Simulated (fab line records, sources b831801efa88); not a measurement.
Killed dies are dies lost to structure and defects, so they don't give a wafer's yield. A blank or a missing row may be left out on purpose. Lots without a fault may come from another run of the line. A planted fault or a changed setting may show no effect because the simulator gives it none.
Which tool did it? | flow gf180mcu | 8 lots, 24 wafers sampled, at 2 steps of a route of 602

WHAT THE GAUGES READ, wafer by wafer
GF_MVPSD_OVL_MEAS_07.
lot  | measured    | on         | MVPSD_OVL (nm)
L207 | day 5 02:46 | overlay-01 | 1.9 -0.3 0.0
L208 | day 5 05:59 | overlay-02 | 0.0 1.5 -0.2
L209 | day 5 14:59 | overlay-01 | 2.0 1.8 2.2
L210 | day 5 19:07 | overlay-01 | 0.8 0.3 -1.4
L211 | day 5 22:08 | overlay-02 | -1.8 0.5 0.6
L212 | day 6 04:13 | overlay-01 | -0.6 2.8 0.5
L213 | day 6 11:10 | overlay-02 | 0.2 -0.6 0.1
L214 | day 6 16:13 | overlay-02 | 1.2 1.4 1.0

WHICH TOOL RAN EACH LOT (tool, then ch and the chambers of the sampled wafers, then the start)
lot  | GF_LVPWELL_STRIP_10
L207 | plasma_asher-02 ch 0,1, day 4 00:06
L208 | plasma_asher-02 ch 0,1, day 4 02:08
L209 | plasma_asher-04 ch 0,1, day 4 11:07
L210 | plasma_asher-03 ch 0,1, day 4 15:12
L211 | plasma_asher-03 ch 0,1, day 4 18:11
L212 | plasma_asher-04 ch 0,1, day 5 00:23
L213 | plasma_asher-03 ch 0,1, day 5 06:02
L214 | plasma_asher-02 ch 0,1, day 5 10:18
- GF_LVPWELL_STRIP_10: strips in O2/N2.

THE ANSWER, worked out from the rows above alone
Rule: what is usual is taken from the lots themselves. Put in order of their means at a reading, lots are off if they are a third of the lots or fewer, leave a main group of 4 or more, and stand apart from it by a gap of 3 or more times the standard deviation of the main group's means; of several such gaps the widest counts. A main group whose means are all the same, to the digits that the tables above print for the reading, isn't used. A lot without any number at a reading at which 4 lots or more have one is off too. The other lots that the step has rows for count as sound.
No lot is off at any reading shown: from this, nothing can be told.

WHAT THE SIMULATOR HAD PUT IN
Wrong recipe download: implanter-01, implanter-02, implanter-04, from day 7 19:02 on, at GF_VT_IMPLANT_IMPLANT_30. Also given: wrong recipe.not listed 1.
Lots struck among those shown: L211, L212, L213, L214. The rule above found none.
